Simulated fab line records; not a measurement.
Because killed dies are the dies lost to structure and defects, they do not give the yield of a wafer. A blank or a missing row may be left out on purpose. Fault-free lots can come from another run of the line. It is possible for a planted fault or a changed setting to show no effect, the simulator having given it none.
fab line records	flow gf180mcu
[record] lots = 7	wafers = 21	last_day = 33
route steps=602 shown V4@495 MIM@503
lots that met no fault: from a run of the same line without faults
start_h: start of the lot's first displayed wafer, in hours after the record's first day	wait_h: hours elapsed since this lot's preceding step	" same as the row above	L1.1+2: one row covering several wafers at once	- no value, or no start given	* or withheld: withheld	< > ~ a bound
route shown NAME@n: names a module that has steps shown in the file, with the first one's number in the route	usual: the fault-free wafers' mean and standard deviation	same: alike in all rows	chamber/n: place in a boat	sites: readings site by site	_std_site: the standard deviation of these	_edge_site: the outer-site mean with the inner-site mean subtracted	radius_mm: how far each site lies from the wafer's centre	mask NAME#n: copy n	behind: the tool/chamber that last shaped the wafer	hold: cause of the lot's hold/its duration in hours/its outcome	device: which transistor (n, p or np) failed to switch	end of line: the tests these same wafers got at the end of their route	for a step that has no rows: nothing shown but its recipe	killed: not the wafer's yield, but the dies lost to structure and defects at the first sort	map: a wafer's dies, marking killed ones x, the rest . and places with no die _
set.NAME: the setting the step ran with; set.NAME@STEP: the setting that earlier step ran with	model.NAME: the simulator's own value behind a step, which no gauge read
lots seen at some steps along the route; tables by step, rows by wafer
services: from which hour (start_h, from the record's first day; less than 0 if before it) a tool's chamber was out of use, for how many hours, and why
[[steps]]
[step GF_V4_STRIP_19]
[recipe] chemistry = post_etch_residue_remover	time_s = 1200	temp_c = 72.5
[step GF_V4_CLEAN_20]
[recipe] chemistry = DIW	dry = n2_spin
[step GF_V4_SPUTTER_21]
[recipe] material = Ti	target_thk_nm = 15	chamber_pressure_pa = 5	power_w = 2500	substrate_temp_c = 200	time_s = 80.02
[step GF_V4_SPUTTER_22]
[recipe] material = TiN	target_thk_nm = 10	chamber_pressure_pa = 5	power_w = 4000	time_s = 40
[step GF_V4_CVD_23]
[recipe] material = W	target_thk_nm = 350	time_s = 104.9	temp_c = 400	pressure_torr = 40
[usual] chamber_pressure_Torr = 40.00/0.092	heater_power_w = 835/32
lot.wafer	tool	chamber	start_h	wait_h	chamber_pressure_Torr	heater_power_w
L677.1	cvd_w-02	0	588.24	0.0	39.99	897
L677.2	"	1	"	"	40.12	837
L677.3	"	0	"	"	39.96	900
L678.2	cvd_w-01	0	593.39	0.0	40.09	816
L678.4	"	1	"	"	40.09	805
L678.6	"	0	"	"	39.98	822
L680.4	cvd_w-02	1	604.01	0.1	39.76	836
L680.5	"	1	"	"	40.07	820
L680.6	"	0	"	"	39.89	903
L684.2	cvd_w-01	1	638.74	0.0	39.91	835
L684.4	"	0	"	"	40.08	788
L684.5	"	0	"	"	40.05	824
L689.1	cvd_w-02	0	669.52	0.0	39.99	913
L689.3	"	1	"	"	40.13	823
L689.4	"	0	"	"	40.01	895
L691.1	cvd_w-02	1	685.25	0.0	39.84	844
L691.5	"	1	"	"	39.98	848
L691.6	"	0	"	"	40.06	912
L695.1	cvd_w-01	0	708.67	0.0	39.92	813
L695.4	"	0	"	"	40.03	806
L695.5	"	0	"	"	39.97	846
[step GF_V4_RS_MEAS_24]
[recipe] thk_meas_gauge = four-point-probe	reads = W_of_V4_CVD_23+TiN_of_V4_SPUTTER_22+Ti_of_V4_SPUTTER_21
[usual] V4_W_RS = 0.329/0.0042
lot.wafer	tool	chamber	start_h	wait_h	V4_W_RS[ohm/sq]
L677.1	film_metro-04	-	588.36	0.1	0.327
L677.2	"	-	"	"	0.323
L677.3	"	-	"	"	0.327
L678.2	film_metro-01	-	593.53	0.1	0.328
L678.4	"	-	"	"	0.331
L678.6	"	-	"	"	0.325
L680.4	film_metro-04	-	604.15	0.1	0.323
L680.5	"	-	"	"	0.320
L680.6	"	-	"	"	0.327
L684.2	film_metro-02	-	638.88	0.1	0.330
L684.4	"	-	"	"	0.328
L684.5	"	-	"	"	0.325
L689.1	film_metro-02	-	669.64	0.1	0.329
L689.3	"	-	"	"	0.329
L689.4	"	-	"	"	0.328
L691.1	film_metro-01	-	685.36	0.1	0.325
L691.5	"	-	"	"	0.327
L691.6	"	-	"	"	0.329
L695.1	film_metro-01	-	708.79	0.1	0.336
L695.4	"	-	"	"	0.336
L695.5	"	-	"	"	0.336
[step GF_V4_THK_MEAS_25]
[recipe] thk_meas_gauge = xrf	reads = W_of_V4_CVD_23
[usual] V4_W_THK = 362/6.3
lot.wafer	tool	chamber	start_h	wait_h	V4_W_THK[nm]
L677.1	film_metro-04	-	588.48	0.1	359
L677.2	"	-	"	"	363
L677.3	"	-	"	"	361
L678.2	film_metro-01	-	593.64	0.1	364
L678.4	"	-	"	"	360
L678.6	"	-	"	"	370
L680.4	film_metro-04	-	604.24	0.1	370
L680.5	"	-	"	"	372
L680.6	"	-	"	"	366
L684.2	film_metro-02	-	638.99	0.1	354
L684.4	"	-	"	"	354
L684.5	"	-	"	"	359
L689.1	film_metro-02	-	669.76	0.1	353
L689.3	"	-	"	"	355
L689.4	"	-	"	"	355
L691.1	film_metro-01	-	685.48	0.1	376
L691.5	"	-	"	"	374
L691.6	"	-	"	"	369
L695.1	film_metro-01	-	708.91	0.1	360
L695.4	"	-	"	"	363
L695.5	"	-	"	"	359
[step GF_V4_CMP_26]
[recipe] stop_on = SiO2	down_force_psi = 3.5	platen_rpm = 60	t_overpolish_s = 15	target_thk_nm = 0	pad_velocity_m_s = 0.94248
[step GF_MIM_SPUTTER_00]
[recipe] material = Ti	target_thk_nm = 37.5	arriving_ion_energy_ev = 80	substrate_temp_c = 200	chamber_pressure_pa = 2	power_w = 4000	time_s = 150
[usual] cathode_dc_power_W = 4000.0/0.66	chamber_pressure_pa = 2.001/0.0043	throttle_valve_pct = 30.4/1.2
lot.wafer	tool	chamber	start_h	wait_h	cathode_dc_power_W	chamber_pressure_pa	throttle_valve_pct
L677.1	pvd_sputter-03	-	588.84	0.2	4000.7	2.000	30.0
L677.2	"	-	"	"	4000.2	2.007	31.0
L677.3	"	-	"	"	4000.5	2.005	30.4
L678.2	pvd_sputter-03	-	593.99	0.2	4000.2	2.001	29.7
L678.4	"	-	"	"	4000.0	2.002	30.8
L678.6	"	-	"	"	4000.2	1.996	29.8
L680.4	pvd_sputter-03	-	604.57	0.2	3999.7	2.005	29.9
L680.5	"	-	"	"	4000.2	1.996	30.7
L680.6	"	-	"	"	4000.5	2.002	29.8
L684.2	pvd_sputter-03	-	639.34	0.1	3999.8	1.998	30.8
L684.4	"	-	"	"	3999.8	1.999	30.1
L684.5	"	-	"	"	4000.7	2.001	30.9
L689.1	pvd_sputter-04	-	670.12	0.2	3999.2	2.005	32.3
L689.3	"	-	"	"	3999.6	2.001	31.4
L689.4	"	-	"	"	4000.1	2.003	27.8
L691.1	pvd_sputter-04	-	685.84	0.1	3999.8	2.002	31.4
L691.5	"	-	"	"	3999.5	2.002	32.3
L691.6	"	-	"	"	3998.5	1.997	29.3
L695.1	pvd_sputter-03	-	709.27	0.2	3999.8	2.002	29.9
L695.4	"	-	"	"	4000.6	1.994	30.3
L695.5	"	-	"	"	4000.2	1.997	30.8
[step GF_MIM_SPUTTER_01]
[recipe] material = TiN	target_thk_nm = 30	power_w = 6500	time_s = 25	chamber_pressure_pa = 0.4
[step GF_MIM_SPUTTER_02]
[recipe] material = AlCu	target_thk_nm = 450	power_w = 10600	time_s = 23.9	chamber_pressure_pa = 0.4
[usual] cathode_dc_power_W = 10600/1.9	chamber_pressure_pa = 0.4001/0.00073	throttle_valve_pct = 30.4/1.2
lot.wafer	tool	chamber	start_h	wait_h	cathode_dc_power_W	chamber_pressure_pa	throttle_valve_pct
L677.1	pvd_sputter-03	-	588.97	0.0	10598	0.3992	29.9
L677.2	"	-	"	"	10601	0.4000	30.8
L677.3	"	-	"	"	10602	0.4002	30.5
L678.2	pvd_sputter-03	-	594.12	0.0	10595	0.3984	29.8
L678.4	"	-	"	"	10602	0.4007	31.1
L678.6	"	-	"	"	10599	0.3986	30.0
L680.4	pvd_sputter-03	-	604.70	0.0	10601	0.3992	29.8
L680.5	"	-	"	"	10597	0.4014	30.8
L680.6	"	-	"	"	10602	0.3995	29.8
L684.2	pvd_sputter-03	-	639.47	0.0	10603	0.3993	30.8
L684.4	"	-	"	"	10600	0.4009	29.8
L684.5	"	-	"	"	10598	0.3992	30.6
L689.1	pvd_sputter-04	-	670.25	0.0	10604	0.4006	32.2
L689.3	"	-	"	"	10600	0.4009	31.3
L689.4	"	-	"	"	10596	0.4000	28.1
L691.1	pvd_sputter-04	-	685.97	0.0	10601	0.4012	31.6
L691.5	"	-	"	"	10598	0.4010	32.2
L691.6	"	-	"	"	10598	0.4000	29.2
L695.1	pvd_sputter-03	-	709.40	0.0	10598	0.3997	29.9
L695.4	"	-	"	"	10598	0.4004	30.4
L695.5	"	-	"	"	10598	0.4004	30.7
[step GF_MIM_SPUTTER_03]
[recipe] material = Ti	target_thk_nm = 10	substrate_temp_c = 300	chamber_pressure_pa = 0.3	power_w = 3000	time_s = 6.7
[usual] cathode_dc_power_W = 3000.0/0.58	chamber_pressure_pa = 0.3000/0.00061	throttle_valve_pct = 30.4/1.2
lot.wafer	tool	chamber	start_h	wait_h	cathode_dc_power_W	chamber_pressure_pa	throttle_valve_pct
L677.1	pvd_sputter-03	-	589.00	0.0	3000.1	0.3001	29.5
L677.2	"	-	"	"	3000.2	0.2992	30.7
L677.3	"	-	"	"	2999.4	0.2992	30.5
L678.2	pvd_sputter-03	-	594.15	0.0	2999.6	0.3001	29.9
L678.4	"	-	"	"	2999.1	0.2992	31.1
L678.6	"	-	"	"	3000.2	0.3001	29.9
L680.4	pvd_sputter-03	-	604.73	0.0	3000.1	0.2997	30.0
L680.5	"	-	"	"	2999.4	0.3010	30.6
L680.6	"	-	"	"	3000.5	0.3007	29.9
L684.2	pvd_sputter-03	-	639.50	0.0	2999.7	0.3008	30.7
L684.4	"	-	"	"	2999.7	0.2999	30.0
L684.5	"	-	"	"	2999.6	0.2994	30.9
L689.1	pvd_sputter-04	-	670.28	0.0	3000.1	0.2999	32.4
L689.3	"	-	"	"	2999.4	0.2987	31.4
L689.4	"	-	"	"	3000.4	0.3000	28.1
L691.1	pvd_sputter-04	-	686.00	0.0	2999.6	0.3004	31.2
L691.5	"	-	"	"	2999.2	0.2992	32.4
L691.6	"	-	"	"	2999.9	0.3000	29.8
L695.1	pvd_sputter-03	-	709.43	0.0	3001.5	0.2999	29.9
L695.4	"	-	"	"	3000.8	0.2998	30.3
L695.5	"	-	"	"	3000.6	0.3005	30.8
[step GF_MIM_SPUTTER_04]
[recipe] material = TiN	target_thk_nm = 50	power_w = 6500	time_s = 41.7	chamber_pressure_pa = 0.4
[usual] cathode_dc_power_W = 6500.2/1	chamber_pressure_pa = 0.3998/0.00085	throttle_valve_pct = 30.4/1.2
lot.wafer	tool	chamber	start_h	wait_h	cathode_dc_power_W	chamber_pressure_pa	throttle_valve_pct
L677.1	pvd_sputter-03	-	589.02	0.0	-	-	-
L677.2	"	-	"	"	-	-	-
L677.3	"	-	"	"	-	-	-
L678.2	pvd_sputter-03	-	594.17	0.0	-	-	-
L678.4	"	-	"	"	-	-	-
L678.6	"	-	"	"	-	-	-
L680.4	pvd_sputter-03	-	604.75	0.0	-	-	-
L680.5	"	-	"	"	-	-	-
L680.6	"	-	"	"	-	-	-
L684.2	pvd_sputter-03	-	639.52	0.0	6500.4	0.3995	31.0
L684.4	"	-	"	"	6499.1	0.4005	29.8
L684.5	"	-	"	"	6501.8	0.3991	30.9
L689.1	pvd_sputter-04	-	670.30	0.0	6499.1	0.4008	32.1
L689.3	"	-	"	"	6499.6	0.3994	31.4
L689.4	"	-	"	"	6499.0	0.3998	27.9
L691.1	pvd_sputter-04	-	686.02	0.0	6499.7	0.3990	31.9
L691.5	"	-	"	"	6500.9	0.4006	32.2
L691.6	"	-	"	"	6499.9	0.4003	29.6
L695.1	pvd_sputter-03	-	709.45	0.0	6498.5	0.4008	29.9
L695.4	"	-	"	"	6499.8	0.3982	30.3
L695.5	"	-	"	"	6500.4	0.4003	30.9
[step GF_MIM_CVD_05]
[recipe] material = Si3N4	target_thk_nm = 42	temp_max_c = 400	temp_c = 385	time_s = 29.086	rf_w = 450
[usual] heater_power_w = 621/100
lot.wafer	tool	chamber	start_h	wait_h	heater_power_w
L677.1	pecvd-01	1	589.06	0.0	640
L677.2	"	0	"	"	634
L677.3	"	2	"	"	575
L678.2	pecvd-04	2	594.21	0.0	501
L678.4	"	1	"	"	677
L678.6	"	2	"	"	507
L680.4	pecvd-03	1	604.80	0.0	780
L680.5	"	2	"	"	781
L680.6	"	0	"	"	651
L684.2	pecvd-04	2	639.56	0.0	592
L684.4	"	0	"	"	486
L684.5	"	2	"	"	593
L689.1	pecvd-01	1	670.34	0.0	554
L689.3	"	2	"	"	512
L689.4	"	1	"	"	550
L691.1	pecvd-04	1	686.06	0.0	559
L691.5	"	1	"	"	571
L691.6	"	2	"	"	524
L695.1	pecvd-04	1	709.49	0.0	633
L695.4	"	0	"	"	546
L695.5	"	1	"	"	634
[[services]]
tool	chamber	start_h	hours	kind
pecvd-01	-	568.68	0.3	repair
cvd_w-02	-	617.30	28.1	pm
cvd_w-01	-	635.87	1.1	repair
cvd_w-01	1	647.15	7.2	repair
pecvd-03	-	647.77	24.0	repair
pecvd-03	-	648.49	0.8	repair
cvd_w-02	-	649.68	14.6	pm
cvd_w-02	-	664.73	0.3	repair
pvd_sputter-03	-	668.18	1.5	repair
pecvd-01	2	687.07	4.9	repair
pecvd-03	-	688.50	2.8	pm
pecvd-03	0	704.05	5.6	repair
[[key]]
[first_sign] step = GF_MIM_SPUTTER_04	reading = tool_record	direction = missing
effect none on later readings
met_at GF_MIM_SPUTTER_04
struck_wafers L677.1,L677.2,L677.3,L678.2,L678.4,L678.6,L680.4,L680.5,L680.6
later_rows_left_out L677.1,L677.2,L677.3,L678.2,L678.4,L678.6,L680.4,L680.5,L680.6
sort_left_out L677.1,L677.2,L677.3,L678.2,L678.4,L678.6,L680.4,L680.5,L680.6
tester_left_out L678,L680
[earlier_fault] kind = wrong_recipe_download	tool = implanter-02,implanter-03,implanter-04	chamber = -	onset_h = 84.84	steps = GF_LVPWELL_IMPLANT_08	wrong_recipe.not_listed = 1
[earlier_fault] kind = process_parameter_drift	tool = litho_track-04	chamber = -	onset_h = 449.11	steps = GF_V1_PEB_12	channel = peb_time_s	offset = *	shape = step	acts_in = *	stated = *
[fault] kind = skipped_step_whole	tool = pvd_sputter-03	chamber = -	onset_h = 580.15	steps = GF_MIM_SPUTTER_04	scope = struck_lots_only
// tester_left_out: of these lots the tester's yield and bins aren't shown, on N5 and GAA mostly nor the transistor test; their killed dies are dies lost to structure and defects alone, not to doping, threshold or leakage, so they don't give the yield
// sort_left_out: the simulated sort isn't trusted on such a fault, so these wafers' sort isn't shown, and their yield isn't known
// later_rows_left_out: the simulator's readings of these wafers behind a module that went badly wrong aren't trusted and aren't shown, but for the sort
